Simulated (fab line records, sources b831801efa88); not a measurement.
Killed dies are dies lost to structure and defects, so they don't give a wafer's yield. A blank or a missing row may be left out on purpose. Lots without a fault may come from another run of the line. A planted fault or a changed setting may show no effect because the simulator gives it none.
fab line records | flow gf180mcu
record lots=5 wafers=15 last_day=34
route steps=602 shown DUAL_GATE@142 POLY_GATE@157 HV_LDD@176
lots that met no fault: from a run of the same line without faults
start_h: hours from the record's first day to the start of the lot's first wafer shown | wait_h: hours since the lot's step before | " the same as in the row above | L1.1+2: a row that stands for several wafers | - no value, or no start given | * or withheld: withheld | < > ~ a bound
route shown NAME@n: a module of which the file shows steps, and the number in the route of the first | usual: mean/standard deviation of fault-free wafers | same: alike in all rows | chamber/n: place in a boat | sites: the reading at each site | _std_site: their standard deviation | _edge_site: outer sites' mean less inner sites' | radius_mm: how far each site lies from the wafer's centre | mask NAME#n: copy n | behind: the tool/chamber that last shaped the wafer | hold: why the lot was held/for how many hours/how that ended | device: the transistor (n, p or np) that didn't switch | end of line: the same wafers' tests at the end of the route | a step without rows: its recipe alone | killed: dies lost to structure and defects at the first sort, not the wafer's yield | map: a wafer's dies, x killed, . not, _ none there
set.NAME: the setting as run; set.NAME@STEP: as run at that earlier step | model.NAME: the simulator's own value behind a step, which no gauge read
lots at some steps of the route; a table a step, a row a wafer
services: from which hour (start_h, from the record's first day; less than 0 if before it) a tool's chamber was out of use, for how many hours, and why
## steps
# step GF_DUAL_GATE_CLEAN_01
# recipe chemistry=dHF time_s=20 dilution=100:1 dry=ipa_marangoni
# columns lot.wafer tool chamber start_h wait_h
L076.1+5+6 wet_bench-04 1 171.56 0.0
L079.2+4+5 wet_bench-01 2 191.01 0.0
L089.2+3+6 wet_bench-04 0 257.95 0.0
L091.1+2+4 wet_bench-03 1 272.18 0.0
L095.1+3+4 wet_bench-01 2 297.36 0.0
# step GF_DUAL_GATE_OXIDATION_02
# recipe temp_c=900 ambient=O2 stabilise_s=600 purge_s=300 target_thk_a=108.87 ox_time_s=1602
# usual ox_temp_c=899.9/0.36 zone_power_top_pct=32.9/0.32
# same purge_s=300
# columns lot.wafer tool chamber start_h wait_h ox_temp_c zone_power_top_pct
L076.1 furnace-01 0 172.01 0.4 900.5 32.9
L076.5 " 0 " " 899.9 33.0
L076.6 " 0 " " 900.0 32.4
L079.2 furnace-01 0 193.47 2.4 899.8 32.7
L079.4 " 0 " " 900.3 33.0
L079.5 " 0 " " 900.1 33.1
L089.2 furnace-01 0 262.20 4.2 899.7 33.0
L089.3 " 0 " " 900.2 32.8
L089.6 " 0 " " 899.7 32.9
L091.1 furnace-01 0 273.26 1.1 899.9 32.7
L091.2 " 0 " " 900.2 32.6
L091.4 " 0 " " 899.6 32.8
L095.1 furnace-01 0 301.77 4.4 899.9 33.2
L095.3 " 0 " " 899.8 32.7
L095.4 " 0 " " 899.9 32.9
# step GF_DUAL_GATE_THK_MEAS_03
# recipe reads=SiO2_of_DUAL_GATE_OXIDATION_02
# usual DUAL_GATE_OXIDATION_00_THK=10.94/0.21
# columns lot.wafer tool chamber start_h wait_h DUAL_GATE_OXIDATION_00_THK[nm]
L076.1 film_metro-01 - 173.46 0.0 11.17
L076.5 " - " " 10.99
L076.6 " - " " 11.12
L079.2 film_metro-02 - 194.93 0.0 11.02
L079.4 " - " " 11.04
L079.5 " - " " 10.84
L089.2 film_metro-02 - 263.65 0.0 11.14
L089.3 " - " " 11.21
L089.6 " - " " 11.27
L091.1 film_metro-02 - 274.70 0.0 10.79
L091.2 " - " " 10.80
L091.4 " - " " 10.94
L095.1 film_metro-03 - 303.21 0.0 10.68
L095.3 " - " " 10.67
L095.4 " - " " 10.69
# step GF_DUAL_GATE_DEHYDRATE_04
# recipe temp_c=200 time_s=60
# columns lot.wafer tool chamber start_h wait_h
L076.1+5+6 litho_track-02 0 181.05 7.6
L079.2+4+5 litho_track-01 0 202.82 7.9
L089.2+3+6 litho_track-01 0 271.97 8.3
L091.1+2+4 litho_track-03 0 282.96 8.2
L095.1+3+4 litho_track-01 0 312.49 9.3
# step GF_DUAL_GATE_HMDS_05
# recipe prime_time_s=60 prime_temp_c=120
# columns lot.wafer tool chamber start_h wait_h
L076.1+5+6 litho_track-02 0 181.20 0.1
L079.2+4+5 litho_track-01 0 202.97 0.1
L089.2+3+6 litho_track-01 0 272.12 0.1
L091.1+2+4 litho_track-03 0 283.11 0.1
L095.1+3+4 litho_track-01 0 312.64 0.1
# step GF_DUAL_GATE_COAT_06
# recipe resist=NOVOLAK spin_rpm=3000 resist_thk_nm=1000
# columns lot.wafer tool chamber start_h wait_h
L076.1+5+6 litho_track-02 0 181.35 0.1
L079.2+4+5 litho_track-01 0 203.12 0.1
L089.2+3+6 litho_track-01 0 272.27 0.1
L091.1+2+4 litho_track-03 0 283.26 0.1
L095.1+3+4 litho_track-01 0 312.79 0.1
# step GF_DUAL_GATE_SOFTBAKE_07
# recipe temp_c=90 time_s=60 resist=NOVOLAK
# columns lot.wafer tool chamber start_h wait_h
L076.1+5+6 litho_track-02 0 181.50 0.1
L079.2+4+5 litho_track-01 0 203.27 0.1
L089.2+3+6 litho_track-01 0 272.42 0.1
L091.1+2+4 litho_track-03 0 283.41 0.1
L095.1+3+4 litho_track-01 0 312.94 0.1
# step GF_DUAL_GATE_EXPOSE_08
# recipe mask_id=Dualgate target_cd_nm=700 na=0.6 source_shape=conventional sigma_outer=0.6 dose_mj=140
# columns lot.wafer tool chamber start_h wait_h mask
L076.1+5+6 iline_stepper-01 0 - - Dualgate#0
L079.2+4+5 iline_stepper-02 0 - - Dualgate#0
L089.2+3+6 iline_stepper-02 0 - - Dualgate#0
L091.1+2+4 iline_stepper-01 0 - - Dualgate#0
L095.1+3+4 iline_stepper-02 0 - - Dualgate#0
# step GF_DUAL_GATE_PEB_09
# recipe temp_c=withheld time_s=* resist=NOVOLAK
# columns lot.wafer tool chamber start_h wait_h
L076.1+5+6 litho_track-01 0 - -
L079.2+4+5 litho_track-03 0 - -
L089.2+3+6 litho_track-03 0 - -
L091.1+2+4 litho_track-01 0 - -
L095.1+3+4 litho_track-03 0 - -
# step GF_DUAL_GATE_DEVELOP_10
# recipe develop_time_s=60 dev_temp_c=23
# columns lot.wafer tool chamber start_h wait_h
L076.1+5+6 litho_track-01 0 189.99 0.1
L079.2+4+5 litho_track-03 0 211.98 0.1
L089.2+3+6 litho_track-03 0 281.13 0.1
L091.1+2+4 litho_track-01 0 293.29 0.1
L095.1+3+4 litho_track-03 0 322.25 0.1
# step GF_DUAL_GATE_OVL_MEAS_11
# usual DUAL_GATE_OVL=-0.5/1.7
# columns lot.wafer tool chamber start_h wait_h DUAL_GATE_OVL[nm]
L076.1 overlay-01 - 190.14 0.1 0.8
L076.5 " - " " 1.4
L076.6 " - " " 0.8
L079.2 overlay-01 - 212.11 0.1 -2.6
L079.4 " - " " -2.3
L079.5 " - " " -2.1
L089.2 overlay-02 - 281.26 0.1 -2.2
L089.3 " - " " -4.6
L089.6 " - " " -1.7
L091.1 overlay-01 - 293.44 0.1 -0.6
L091.2 " - " " 0.2
L091.4 " - " " -1.1
L095.1 overlay-02 - 322.40 0.1 0.0
L095.3 " - " " 0.2
L095.4 " - " " -0.5
# step GF_DUAL_GATE_WET_ETCH_12
# recipe chemistry=dHF target_depth_nm=13 dry=n2_spin target=SiO2 temp_c=25 dilution=100:1 time_s=260
# usual temp_c=25.01/0.11
# columns lot.wafer tool chamber start_h wait_h temp_c
L076.1 wet_bench-04 3 190.18 0.0 24.95
L076.5 " 3 " " 25.12
L076.6 " 3 " " 24.93
L079.2 wet_bench-03 2 212.14 0.0 24.95
L079.4 " 2 " " 24.91
L079.5 " 2 " " 25.01
L089.2 wet_bench-01 1 281.29 0.0 25.10
L089.3 " 1 " " 25.13
L089.6 " 1 " " 24.99
L091.1 wet_bench-01 1 293.48 0.0 25.14
L091.2 " 1 " " 25.07
L091.4 " 1 " " 24.79
L095.1 wet_bench-01 3 322.44 0.0 24.89
L095.3 " 3 " " 24.75
L095.4 " 3 " " 24.85
# step GF_DUAL_GATE_STRIP_13
# recipe chemistry=O2/N2 power_w=1400 pressure_mtorr=1500 platen_temp_c=250 o2_flow_sccm=3000 n2_flow_sccm=300 overash_fraction=0.5
# usual chamber_pressure_mTorr=1500.0/1.4 drypump_motor_current_A=5.7/0.46 heater_power_w=322/31 oes_product_au=0.716/0.004 strip_time_to_endpoint_s=12.63/0.039
# columns lot.wafer tool chamber start_h wait_h chamber_pressure_mTorr drypump_motor_current_A heater_power_w oes_product_au rf_hours_counter_h strip_time_to_endpoint_s
L076.1 plasma_asher-03 1 190.27 0.0 1498.9 5.9 346 0.711 53 12.65
L076.5 " 0 " " 1499.3 5.6 366 0.715 - 12.67
L076.6 " 1 " " 1500.9 5.9 344 0.714 - 12.62
L079.2 plasma_asher-03 1 212.22 0.0 1498.8 5.9 353 0.714 56 12.60
L079.4 " 0 " " 1501.4 5.6 365 0.715 - 12.57
L079.5 " 1 " " 1499.4 5.9 346 0.713 - 12.59
L089.2 plasma_asher-01 0 281.37 0.0 1500.4 5.6 290 0.713 17 12.65
L089.3 " 0 " " 1501.2 5.6 298 0.721 - 12.70
L089.6 " 0 " " 1500.2 5.6 299 0.716 - 12.69
L091.1 plasma_asher-03 0 293.56 0.0 1500.3 5.6 378 0.714 63 12.67
L091.2 " 1 " " 1499.6 5.9 347 0.715 63 12.63
L091.4 " 0 " " 1499.6 5.6 375 0.724 - 12.66
L095.1 plasma_asher-04 0 322.60 0.0 1499.3 4.9 288 0.709 69 12.61
L095.3 " 0 " " 1500.7 4.9 289 0.717 - 12.64
L095.4 " 1 " " 1500.5 6.3 319 0.718 - 12.68
# step GF_DUAL_GATE_CLEAN_14
# recipe chemistry=SC1/SC2 mix=1:4:20 temp_c=70 time_s=150 dry=n2_spin
# usual temp_c=70.02/0.11
# columns lot.wafer tool chamber start_h wait_h temp_c
L076.1 wet_bench-03 2 190.37 0.1 70.06
L076.5 " 2 " " 70.08
L076.6 " 2 " " 69.88
L079.2 wet_bench-01 0 212.32 0.1 70.02
L079.4 " 0 " " 70.23
L079.5 " 0 " " 70.09
L089.2 wet_bench-03 0 281.47 0.1 69.94
L089.3 " 0 " " 69.86
L089.6 " 0 " " 69.98
L091.1 wet_bench-04 1 293.66 0.1 69.91
L091.2 " 1 " " 69.90
L091.4 " 1 " " 70.05
L095.1 wet_bench-01 1 322.70 0.1 70.01
L095.3 " 1 " " 70.00
L095.4 " 1 " " 69.99
# step GF_DUAL_GATE_OXIDATION_15
# recipe temp_c=850 ambient=O2 stabilise_s=600 purge_s=300 target_thk_a=70.98 ox_time_s=1995
# usual ox_temp_c=850.0/0.42 zone_power_top_pct=30.0/0.33
# same purge_s=300
# columns lot.wafer tool chamber start_h wait_h ox_temp_c zone_power_top_pct
L076.1 furnace-01 0 191.92 1.5 850.4 30.4
L076.5 " 0 " " 849.9 29.7
L076.6 " 0 " " 850.0 29.6
L079.2 furnace-01 0 212.45 0.1 849.6 30.2
L079.4 " 0 " " 849.9 30.1
L079.5 " 0 " " 849.4 30.7
L089.2 furnace-01 0 288.28 6.8 850.6 30.2
L089.3 " 0 " " 850.3 30.2
L089.6 " 0 " " 850.3 30.1
L091.1 furnace-01 0 296.44 2.7 850.6 30.1
L091.2 " 0 " " 850.5 29.9
L091.4 " 0 " " 850.7 30.2
L095.1 furnace-02 0 324.03 1.2 850.8 29.5
L095.3 " 0 " " 849.5 30.5
L095.4 " 0 " " 850.0 29.7
# step GF_POLY_GATE_CVD_00
# recipe material=poly-Si target_thk_nm=200 temp_c=620 time_s=1200 pressure_mtorr=200
# usual pressure_mtorr=200.1/0.43 zone_power_top_pct=18.7/1.7
# columns lot.wafer tool chamber start_h wait_h pressure_mtorr zone_power_top_pct
L076.1 lpcvd-02 0 193.96 0.5 200.5 17.8
L076.5 " 0 " " 200.0 17.4
L076.6 " 0 " " 199.9 17.7
L079.2 lpcvd-01 1 214.00 0.0 199.9 21.3
L079.4 " 1 " " 199.9 21.2
L079.5 " 1 " " 200.4 21.7
L089.2 lpcvd-02 0 289.83 0.0 200.3 17.3
L089.3 " 0 " " 200.4 17.5
L089.6 " 0 " " 200.6 17.2
L091.1 lpcvd-01 1 298.00 0.0 199.6 21.3
L091.2 " 1 " " 199.5 21.5
L091.4 " 1 " " 199.8 21.4
L095.1 lpcvd-02 0 325.58 0.0 200.2 17.8
L095.3 " 0 " " 200.5 17.5
L095.4 " 0 " " 200.0 17.4
# step GF_POLY_GATE_THK_MEAS_01
# recipe reads=poly-Si_of_POLY_GATE_CVD_00
# usual POLY_GATE_CVD_00_THK=200.4/1.6
# columns lot.wafer tool chamber start_h wait_h POLY_GATE_CVD_00_THK[nm]
L076.1 film_metro-01 - 195.30 0.0 201.5
L076.5 " - " " 204.2
L076.6 " - " " 202.2
L079.2 film_metro-01 - 215.35 0.0 197.5
L079.4 " - " " 198.6
L079.5 " - " " 198.5
L089.2 film_metro-04 - 291.18 0.0 201.4
L089.3 " - " " 198.2
L089.6 " - " " 199.4
L091.1 film_metro-04 - 299.33 0.0 200.4
L091.2 " - " " 201.2
L091.4 " - " " 198.2
L095.1 film_metro-04 - 326.91 0.0 201.1
L095.3 " - " " 201.4
L095.4 " - " " 200.1
# step GF_POLY_GATE_DEHYDRATE_02
# recipe temp_c=200 time_s=60
# columns lot.wafer tool chamber start_h wait_h
L076.1+5+6 litho_track-03 0 203.01 7.7
L079.2+4+5 litho_track-04 0 223.05 7.7
L089.2+3+6 litho_track-02 0 300.08 8.9
L091.1+2+4 litho_track-04 0 308.62 9.3
L095.1+3+4 litho_track-03 0 337.40 10.5
# step GF_POLY_GATE_HMDS_03
# recipe prime_time_s=60 prime_temp_c=120
# columns lot.wafer tool chamber start_h wait_h
L076.1+5+6 litho_track-03 0 203.16 0.1
L079.2+4+5 litho_track-04 0 223.20 0.1
L089.2+3+6 litho_track-02 0 300.23 0.1
L091.1+2+4 litho_track-04 0 308.77 0.1
L095.1+3+4 litho_track-03 0 337.55 0.1
# step GF_POLY_GATE_COAT_04
# recipe resist=BARC temp_c=withheld time_s=withheld spin_rpm=withheld resist_thk_nm=withheld
# columns lot.wafer tool chamber start_h wait_h
L076.1+5+6 litho_track-03 0 203.31 0.1
L079.2+4+5 litho_track-04 0 223.35 0.1
L089.2+3+6 litho_track-02 0 300.38 0.1
L091.1+2+4 litho_track-04 0 308.92 0.1
L095.1+3+4 litho_track-03 0 337.70 0.1
# step GF_POLY_GATE_COAT_05
# recipe resist=KrF spin_rpm=withheld resist_thk_nm=700
# columns lot.wafer tool chamber start_h wait_h
L076.1+5+6 litho_track-03 0 - -
L079.2+4+5 litho_track-04 0 - -
L089.2+3+6 litho_track-02 0 - -
L091.1+2+4 litho_track-04 0 - -
L095.1+3+4 litho_track-03 0 - -
# step GF_POLY_GATE_SOFTBAKE_06
# recipe temp_c=130 time_s=60 resist=KrF
# columns lot.wafer tool chamber start_h wait_h
L076.1+5+6 litho_track-03 0 - -
L079.2+4+5 litho_track-04 0 - -
L089.2+3+6 litho_track-02 0 - -
L091.1+2+4 litho_track-04 0 - -
L095.1+3+4 litho_track-03 0 - -
# step GF_POLY_GATE_EXPOSE_07
# recipe mask_id=Poly2 target_cd_nm=280 na=0.68 source_shape=conventional sigma_outer=0.6 dose_mj=28
# columns lot.wafer tool chamber start_h wait_h mask
L076.1+5+6 krf_scanner-02 0 - - Poly2#0
L079.2+4+5 krf_scanner-02 0 - - Poly2#0
L089.2+3+6 krf_scanner-01 0 - - Poly2#0
L091.1+2+4 krf_scanner-02 0 - - Poly2#0
L095.1+3+4 krf_scanner-01 0 - - Poly2#0
# step GF_POLY_GATE_PEB_08
# recipe peb_temp_c=135 peb_time_s=90 resist=KrF
# columns lot.wafer tool chamber start_h wait_h
L076.1+5+6 litho_track-04 0 - -
L079.2+4+5 litho_track-02 0 - -
L089.2+3+6 litho_track-03 0 - -
L091.1+2+4 litho_track-02 0 - -
L095.1+3+4 litho_track-02 0 - -
# step GF_POLY_GATE_DEVELOP_09
# recipe develop_time_s=60 resist=KrF dev_temp_c=21
# columns lot.wafer tool chamber start_h wait_h
L076.1+5+6 litho_track-04 0 212.37 0.2
L079.2+4+5 litho_track-02 0 232.48 0.2
L089.2+3+6 litho_track-03 0 310.28 0.2
L091.1+2+4 litho_track-02 0 319.20 0.2
L095.1+3+4 litho_track-02 0 347.95 0.2
# step GF_POLY_GATE_CD_MEAS_10
# recipe target_cd_nm=280
# usual cd_nm=279.9/1.3
# columns lot.wafer tool chamber start_h wait_h cd_nm
L076.1 cd_sem-02 - 212.52 0.1 281.0
L076.5 " - " " 280.0
L076.6 " - " " 280.5
L079.2 cd_sem-01 - 232.62 0.1 280.3
L079.4 " - " " 281.0
L079.5 " - " " 280.7
L089.2 cd_sem-02 - 310.43 0.1 278.0
L089.3 " - " " 277.9
L089.6 " - " " 278.5
L091.1 cd_sem-02 - 319.35 0.1 277.4
L091.2 " - " " 279.2
L091.4 " - " " 279.5
L095.1 cd_sem-01 - 348.10 0.1 280.6
L095.3 " - " " 280.1
L095.4 " - " " 279.8
# step GF_POLY_GATE_OVL_MEAS_11
# usual POLY_GATE_OVL=2/6
# columns lot.wafer tool chamber start_h wait_h POLY_GATE_OVL[nm]
L076.1 overlay-01 - 212.64 0.1 5
L076.5 " - " " 14
L076.6 " - " " 12
L079.2 overlay-01 - 232.73 0.1 6
L079.4 " - " " 10
L079.5 " - " " 9
L089.2 overlay-01 - 310.53 0.1 2
L089.3 " - " " 0
L089.6 " - " " 3
L091.1 overlay-01 - 319.47 0.1 -3
L091.2 " - " " -6
L091.4 " - " " -4
L095.1 overlay-01 - 348.22 0.1 1
L095.3 " - " " 0
L095.4 " - " " -1
# step GF_POLY_GATE_ETCH_12
# recipe chemistry=N2/H2 target_depth_a=withheld overetch_a=withheld time_s=withheld target=BARC ion_energy_ev=200 source_w=500 bias_w=100 pressure_mtorr=30 n2_flow_sccm=100 h2_flow_sccm=200
# usual chamber_pressure_mTorr=29.999/0.029 drypump_motor_current_A=5.5/0.51 oes_product_au=0.735/0.0047 throttle_valve_pct=13.215/0.0091
# columns lot.wafer tool chamber start_h wait_h chamber_pressure_mTorr drypump_motor_current_A oes_product_au throttle_valve_pct
L076.1 rie_diel-04 2 212.68 0.0 30.026 5.8 0.733 13.214
L076.5 " 2 " " 30.028 5.9 0.743 13.207
L076.6 " 3 " " 30.032 5.1 0.734 13.217
L079.2 rie_diel-03 1 232.76 0.0 29.937 4.9 0.737 13.210
L079.4 " 3 " " 29.989 5.9 0.748 13.214
L079.5 " 0 " " 29.966 5.9 0.738 13.201
L089.2 rie_diel-02 3 310.56 0.0 29.932 5.1 0.737 13.230
L089.3 " 0 " " 29.997 6.4 0.731 13.207
L089.6 " 3 " " 30.030 5.1 0.737 13.216
L091.1 rie_diel-03 0 319.51 0.0 29.956 5.9 0.737 13.224
L091.2 " 2 " " 30.001 4.8 0.732 13.208
L091.4 " 1 " " 30.040 4.9 0.743 13.216
L095.1 rie_diel-03 0 348.26 0.0 30.082 5.9 0.737 13.232
L095.3 " 2 " " 30.030 4.9 0.730 13.217
L095.4 " 1 " " 30.007 4.9 0.734 13.209
# step GF_POLY_GATE_ETCH_13
# recipe target=poly-Si target_depth_nm=198.5 stop_on=SiO2 over_etch_frac=0.403 chemistry=HBr/Cl2 icp_w=400 bias_w=100 pressure_mtorr=10 HBr_flow_sccm=150 Cl2_flow_sccm=50 time_s=69.6
# usual HBr_flow_sccm=150.0/0.49 chamber_pressure_mTorr=10.000/0.0085 drypump_motor_current_A=5.5/0.43 oes_product_au=0.992/0.0081 throttle_valve_pct=33.683/0.0095
# columns lot.wafer tool chamber start_h wait_h HBr_flow_sccm chamber_pressure_mTorr drypump_motor_current_A oes_product_au rf_hours_counter_h throttle_valve_pct
L076.1 rie_si-02 0 212.73 - 149.4 9.989 5.4 0.998 2 33.686
L076.5 " 3 " " 150.4 10.003 4.8 1.006 - 33.686
L076.6 " 2 " " 149.5 10.001 5.5 0.992 - 33.689
L079.2 rie_si-01 2 232.81 - 149.7 10.020 6.4 0.989 2 33.679
L079.4 " 1 " " 150.2 9.993 5.7 0.985 - 33.680
L079.5 " 0 " " 149.8 9.991 5.3 0.987 - 33.681
L089.2 rie_si-02 3 310.61 - 149.5 9.991 4.8 1.003 22 33.685
L089.3 " 0 " " 150.1 9.993 5.4 0.987 3 33.680
L089.6 " 3 " " 150.7 10.005 4.8 0.991 - 33.682
L091.1 rie_si-02 1 319.56 - 150.3 10.002 5.9 0.996 1 33.679
L091.2 " 3 " " 150.3 9.994 4.8 0.997 22 33.675
L091.4 " 2 " " 150.3 10.005 5.5 0.978 23 33.683
L095.1 rie_si-02 3 348.31 - 150.0 10.000 4.8 0.992 23 33.689
L095.3 " 1 " " 149.8 10.011 5.9 0.997 1 33.689
L095.4 " 2 " " 151.4 10.010 5.5 0.985 24 33.685
# step GF_POLY_GATE_STRIP_14
# recipe chemistry=O2/N2 power_w=1400 pressure_mtorr=1500 platen_temp_c=250 o2_flow_sccm=3000 n2_flow_sccm=300 overash_fraction=0.5
# usual chamber_pressure_mTorr=1500/4 drypump_motor_current_A=5.75/0.25 heater_power_w=338/33 oes_product_au=0.504/0.0046
# columns lot.wafer tool chamber start_h wait_h chamber_pressure_mTorr drypump_motor_current_A heater_power_w oes_product_au rf_hours_counter_h
L076.1 plasma_asher-01 0 212.78 0.0 1500 5.56 298 0.502 10
L076.5 " 0 " " 1501 5.57 288 0.503 -
L076.6 " 1 " " 1499 5.65 308 0.509 -
L079.2 plasma_asher-01 1 232.87 0.0 1502 5.66 306 0.506 12
L079.4 " 0 " " 1500 5.57 299 0.504 -
L079.5 " 0 " " 1500 5.56 292 0.506 -
L089.2 plasma_asher-02 1 310.67 0.0 1501 5.64 374 0.504 53
L089.3 " 1 " " 1501 5.66 379 0.501 -
L089.6 " 1 " " 1500 5.65 372 0.508 -
L091.1 plasma_asher-03 0 319.61 0.0 1501 5.62 372 0.494 66
L091.2 " 1 " " 1500 5.90 348 0.502 66
L091.4 " 1 " " 1499 5.89 357 0.506 -
L095.1 plasma_asher-01 0 348.36 0.0 1499 5.59 289 0.499 24
L095.3 " 1 " " 1499 5.65 295 0.506 -
L095.4 " 0 " " 1502 5.53 298 0.510 -
# step GF_POLY_GATE_CLEAN_15
# recipe chemistry=SC1/SC2 mix=1:4:20 temp_c=70 time_s=150 dry=n2_spin
# usual temp_c=70.02/0.11
# columns lot.wafer tool chamber start_h wait_h temp_c
L076.1 wet_bench-02 0 212.88 0.1 69.98
L076.5 " 0 " " 70.16
L076.6 " 0 " " 70.08
L079.2 wet_bench-03 2 232.98 0.1 69.91
L079.4 " 2 " " 69.95
L079.5 " 2 " " 69.88
L089.2 wet_bench-03 3 310.77 0.1 69.95
L089.3 " 3 " " 69.86
L089.6 " 3 " " 70.12
L091.1 wet_bench-03 3 319.71 0.1 70.02
L091.2 " 3 " " 70.08
L091.4 " 3 " " 70.01
L095.1 wet_bench-03 3 348.46 0.1 70.06
L095.3 " 3 " " 69.97
L095.4 " 3 " " 70.18
# step GF_POLY_GATE_OXIDATION_16
# recipe temp_c=850 ambient=O2 stabilise_s=600 purge_s=300 target_thk_a=40 ox_time_s=899
# usual ox_temp_c=850.1/0.37 zone_power_top_pct=29.95/0.28
# same purge_s=300
# columns lot.wafer tool chamber start_h wait_h ox_temp_c zone_power_top_pct
L076.1 furnace-02 0 212.93 0.0 849.5 29.81
L076.5 " 0 " " 849.5 30.06
L076.6 " 0 " " 849.5 29.73
L079.2 furnace-02 0 233.03 0.0 850.0 30.19
L079.4 " 0 " " 850.2 30.49
L079.5 " 0 " " 850.1 29.86
L089.2 furnace-02 0 312.43 1.6 850.3 29.87
L089.3 " 0 " " 849.7 30.34
L089.6 " 0 " " 850.3 29.88
L091.1 furnace-01 0 320.78 1.0 849.6 30.60
L091.2 " 0 " " 849.6 29.95
L091.4 " 0 " " 850.1 30.24
L095.1 furnace-02 0 354.34 5.8 850.1 29.53
L095.3 " 0 " " 849.6 29.77
L095.4 " 0 " " 849.7 29.80
# step GF_POLY_GATE_THK_MEAS_17
# recipe reads=SiO2_of_POLY_GATE_OXIDATION_16
# usual POLY_GATE_OXIDATION_THK=4.00/0.092
# columns lot.wafer tool chamber start_h wait_h POLY_GATE_OXIDATION_THK[nm]
L076.1 film_metro-02 - 214.18 0.0 3.98
L076.5 " - " " 3.99
L076.6 " - " " 3.99
L079.2 film_metro-02 - 234.29 0.0 3.94
L079.4 " - " " 3.89
L079.5 " - " " 4.04
L089.2 film_metro-01 - 313.69 0.0 4.15
L089.3 " - " " 4.07
L089.6 " - " " 4.05
L091.1 film_metro-01 - 322.03 0.0 4.03
L091.2 " - " " 4.04
L091.4 " - " " 4.07
L095.1 film_metro-01 - 355.59 0.0 3.97
L095.3 " - " " 3.87
L095.4 " - " " 3.92
# step GF_POLY_GATE_CD_MEAS_18
# usual cd_nm=280.1/1.9
# columns lot.wafer tool chamber start_h wait_h cd_nm
L076.1 cd_sem-02 - 214.24 0.1 280.9
L076.5 " - " " 279.4
L076.6 " - " " 280.9
L079.2 cd_sem-01 - 234.37 0.1 278.0
L079.4 " - " " 280.4
L079.5 " - " " 282.8
L089.2 cd_sem-02 - 313.77 0.1 275.8
L089.3 " - " " 278.3
L089.6 " - " " 276.2
L091.1 cd_sem-02 - 322.09 0.1 277.7
L091.2 " - " " 279.0
L091.4 " - " " 277.6
L095.1 cd_sem-01 - 355.65 0.1 281.4
L095.3 " - " " 279.7
L095.4 " - " " 278.7
# step GF_HV_LDD_DEHYDRATE_00
# recipe temp_c=200 time_s=60
# columns lot.wafer tool chamber start_h wait_h
L076.1+5+6 litho_track-03 0 221.71 7.4
L079.2+4+5 litho_track-04 0 243.25 8.8
L089.2+3+6 litho_track-01 0 322.61 8.8
L091.1+2+4 litho_track-01 0 332.44 10.3
L095.1+3+4 litho_track-04 0 365.47 9.8
# step GF_HV_LDD_HMDS_01
# recipe prime_time_s=60 prime_temp_c=120
# columns lot.wafer tool chamber start_h wait_h
L076.1+5+6 litho_track-03 0 221.86 0.1
L079.2+4+5 litho_track-04 0 243.40 0.1
L089.2+3+6 litho_track-01 0 322.76 0.1
L091.1+2+4 litho_track-01 0 332.59 0.1
L095.1+3+4 litho_track-04 0 365.62 0.1
# step GF_HV_LDD_COAT_02
# recipe resist=NOVOLAK spin_rpm=3000 resist_thk_nm=1000
# columns lot.wafer tool chamber start_h wait_h
L076.1+5+6 litho_track-03 0 222.01 0.1
L079.2+4+5 litho_track-04 0 243.55 0.1
L089.2+3+6 litho_track-01 0 322.91 0.1
L091.1+2+4 litho_track-01 0 332.74 0.1
L095.1+3+4 litho_track-04 0 365.77 0.1
# step GF_HV_LDD_SOFTBAKE_03
# recipe temp_c=90 time_s=60 resist=NOVOLAK
# columns lot.wafer tool chamber start_h wait_h
L076.1+5+6 litho_track-03 0 222.16 0.1
L079.2+4+5 litho_track-04 0 243.70 0.1
L089.2+3+6 litho_track-01 0 323.06 0.1
L091.1+2+4 litho_track-01 0 332.89 0.1
L095.1+3+4 litho_track-04 0 365.92 0.1
# step GF_HV_LDD_EXPOSE_04
# recipe mask_id=Nplus_LV_AREA target_cd_nm=400 na=0.6 source_shape=conventional sigma_outer=0.6 dose_mj=140
# columns lot.wafer tool chamber start_h wait_h mask
L076.1+5+6 iline_stepper-02 0 - - Nplus_LV_AREA#0
L079.2+4+5 iline_stepper-02 0 - - Nplus_LV_AREA#0
L089.2+3+6 iline_stepper-01 0 - - Nplus_LV_AREA#0
L091.1+2+4 iline_stepper-02 0 - - Nplus_LV_AREA#0
L095.1+3+4 iline_stepper-01 0 - - Nplus_LV_AREA#0
# step GF_HV_LDD_PEB_05
# recipe temp_c=withheld time_s=* resist=NOVOLAK
# columns lot.wafer tool chamber start_h wait_h
L076.1+5+6 litho_track-03 0 - -
L079.2+4+5 litho_track-03 0 - -
L089.2+3+6 litho_track-04 0 - -
L091.1+2+4 litho_track-01 0 - -
L095.1+3+4 litho_track-03 0 - -
# step GF_HV_LDD_DEVELOP_06
# recipe develop_time_s=60 dev_temp_c=23
# columns lot.wafer tool chamber start_h wait_h
L076.1+5+6 litho_track-03 0 231.11 0.1
L079.2+4+5 litho_track-03 0 252.43 0.1
L089.2+3+6 litho_track-04 0 333.50 0.1
L091.1+2+4 litho_track-01 0 342.89 0.1
L095.1+3+4 litho_track-03 0 376.35 0.1
# step GF_HV_LDD_CD_MEAS_07
# recipe target_cd_nm=400
# usual cd_nm=400.1/2.5
# columns lot.wafer tool chamber start_h wait_h cd_nm
L076.1 cd_sem-02 - 231.26 0.1 402.5
L076.5 " - " " 403.4
L076.6 " - " " 402.2
L079.2 cd_sem-01 - 252.58 0.1 397.5
L079.4 " - " " 398.0
L079.5 " - " " 395.2
L089.2 cd_sem-02 - 333.64 0.1 404.1
L089.3 " - " " 402.1
L089.6 " - " " 401.9
L091.1 cd_sem-01 - 343.04 0.1 400.1
L091.2 " - " " 401.6
L091.4 " - " " 398.5
L095.1 cd_sem-01 - 376.50 0.1 396.4
L095.3 " - " " 398.7
L095.4 " - " " 396.9
## services
# columns tool chamber start_h hours kind
rie_diel-03 3 159.62 13.2 repair
furnace-02 - 161.86 4.3 pm
furnace-02 - 188.75 4.4 pm
krf_scanner-02 - 199.73 1.9 repair
furnace-01 - 204.90 3.4 pm
rie_diel-03 1 207.53 7.2 repair
krf_scanner-02 - 208.43 0.5 repair
krf_scanner-02 - 212.97 0.8 pm
plasma_asher-03 - 232.16 11.8 repair
plasma_asher-01 - 239.43 0.7 repair
furnace-02 - 250.35 3.9 pm
furnace-02 - 254.27 28.0 pm
iline_stepper-02 - 258.47 1.7 pm
furnace-02 - 283.54 27.5 pm
iline_stepper-02 - 321.80 8.9 pm
furnace-01 - 322.38 31.2 repair
wet_bench-03 - 334.05 2.0 repair
plasma_asher-03 - 334.14 38.8 repair
iline_stepper-01 - 334.83 0.6 repair
wet_bench-01 - 343.96 0.6 repair
furnace-01 - 350.87 15.2 repair
rie_si-02 0 357.93 1.5 repair
furnace-01 - 372.84 3.5 pm
plasma_asher-03 - 372.94 14.6 pm
## key
fault none
